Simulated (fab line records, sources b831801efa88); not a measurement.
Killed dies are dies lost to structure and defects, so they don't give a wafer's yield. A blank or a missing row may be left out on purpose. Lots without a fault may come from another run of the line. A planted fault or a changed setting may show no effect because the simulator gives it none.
Chamber matching | flow gf180mcu | GF_V3_CMP_04 on cmp-02: 4 sister chambers
The step polishes SiO2. 8 wafers are shown with their chamber, then 9 later ones without.

WAFERS WITH THEIR CHAMBER
wafer  | chamber | motor_current_A (A) | retaining_ring_pressure_frac
L288.4 | 3       | 11.5                | 1.002
L288.6 | 0       | 11.5                | 1.004
L299.4 | 2       | 11.9                | 0.999
L299.5 | 1       | 11.1                | 0.992
L299.6 | 0       | 11.5                | 1.000
L302.1 | 1       | 10.7                | 0.996
L302.5 | 3       | 11.6                | 0.988
L302.6 | 2       | 11.8                | 1.002

WAFERS WITHOUT THEIR CHAMBER
wafer  | motor_current_A (A) | retaining_ring_pressure_frac
L304.2 | 11.3                | 0.995
L304.3 | 11.4                | 1.002
L304.6 | 11.8                | 1.002
L305.1 | 10.9                | 0.999
L305.2 | 11.9                | 1.002
L305.3 | 11.2                | 0.994
L306.2 | 11.8                | 0.997
L306.3 | 10.9                | 1.011
L306.4 | 10.9                | 0.998

WHICH CHAMBER EACH WENT THROUGH
wafer  | from the rows above          | in truth
L304.2 | can't be placed: 3 or 0 or 1 | 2
L304.3 | can't be placed: 0 or 3      | 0
L304.6 | can't be placed: 2 or 0 or 3 | 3
L305.1 | 1                            | 1
L305.2 | 2                            | 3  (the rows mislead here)
L305.3 | can't be placed: 1 or 3 or 0 | 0
L306.2 | can't be placed: 2 or 3 or 0 | 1
L306.3 | can't be placed: 1 or 0      | 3
L306.4 | 1                            | 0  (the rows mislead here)
Placed correctly: 1 of 9. Can't be placed from these rows: 6 (the true chamber is among the candidates in 3). Placed wrongly: 2.
How it was worked out, from the rows above alone: a wafer's distance from a chamber is the root of the sum, over the readings, of the square of ((its reading less the chamber's mean) divided by the reading's scatter). The wafer belongs to the nearest chamber; if the next one is less than 2 further off, it can't be placed. A chamber's mean is the mean of its shown wafers. The scatter: the root of (the sum of the squares of (reading less its chamber's mean) over the shown wafers, divided by (wafers less chambers)).
